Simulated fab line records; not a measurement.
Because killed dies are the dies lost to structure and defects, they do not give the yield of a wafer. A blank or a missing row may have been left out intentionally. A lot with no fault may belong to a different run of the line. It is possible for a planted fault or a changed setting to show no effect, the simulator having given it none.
Code-filled problem report in 8D (eight disciplines) form :: flow gf180mcu :: the parts of the form that need people (team, actions taken, sign-off) are left out

## 1. THE PROBLEM
Across 6 wafers from 2 lots, STI_OXIDATION_02_THK at GF_STI_THK_MEAS_30 averages 11.28 nm, while fault-free wafers read 9.94 nm with a standard deviation of 0.18. That puts it +7.4 standard deviations away from the usual mean.
First seen on wafer L293.4, day 5 21:56, on filmMetro-02. At this step, 41 wafers from 14 lots have a number in the record. By rule, "out" or "out of limits" means more than 4 standard deviations away from the usual mean. The other wafers with a number count as sound.

## 2. WHAT THIS IS AND IS NOT
question: which readings at this step
is: STI_OXIDATION_02_THK
is not: -

question: which lots
is: L293, L294
is not: L276, L277, L279, L280, L282, L283, L284, L285, L288, L289, L298, L299

question: which wafers of those lots
is: all that have a number
is not: -

question: read on which gauges
is: filmMetro-02
is not: filmMetro-03, filmMetro-04

question: when
is: from day 5 21:56
is not: up to then (29 sound wafers); but 6 sound wafers of L298, L299 came after

## 3. SUSPECTS, AND WHAT RULES EACH OUT
Counting: a tool at a process step up to the reading stays a suspect if it ran every lot that is out and no sound lot after the first of them.
- the gauge at GF_STI_THK_MEAS_30: kept. All the wafers that are out were read on filmMetro-02, and no step on other tools shows them out.
- furnace-01 at GF_STI_OXIDATION_29 (stabilise 600 s, purge 300 s, target thk 10 nm): kept. It processed each lot that is out, first L293 at day 5 20:31, and no sound lot thereafter; up to then, the last sound lot it processed was L289 at day 5 03:44.
The count leaves filmMetro-02 at GF_STI_THK_MEAS_30 and furnace-01 at GF_STI_OXIDATION_29.

## 4. THE CAUSE (what the simulator had put in)
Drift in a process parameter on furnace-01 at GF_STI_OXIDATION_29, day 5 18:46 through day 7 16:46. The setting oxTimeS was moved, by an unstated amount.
Counting left 2 suspects, and this tool is among them.

## 5. THE EFFECT CHAIN, in route order
One row per reading whose mean, taken over the struck wafers that have a number, lies over 3 standard deviations from the usual. Scope: only readings with a usual standard deviation given in the record; hours: median across lots of the time from each lot's start at the first step in this table that gives one to its start at this step; sigmas: change in usual standard deviations.
hours: 0
step: GF_STI_THK_MEAS_30
reading: STI_OXIDATION_02_THK
usual: 9.94 nm
on struck wafers: 11.28
change: +1.34
sigmas: +7.4
Later steps that measure or inspect, where all struck wafers having a row at the step show a number for every such reading and not one has moved that far: GF_MVSD_OVL_MEAS_07.

## 6. WHAT WOULD HAVE CAUGHT IT SOONER
In this record the first reading out of limits at a measuring or inspecting step was taken at day 5 21:56, 3 hours after the fault began at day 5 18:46.
An alarm limit of 4 standard deviations would not have fired on the tool readings at GF_STI_OXIDATION_29 for which the record gives a usual standard deviation, since none of them was out on any struck wafer.
Among the 2 lots that are out, L294 began GF_STI_OXIDATION_29 on furnace-01 after day 5 21:56. A tool hold placed at that time would have kept it from harm.
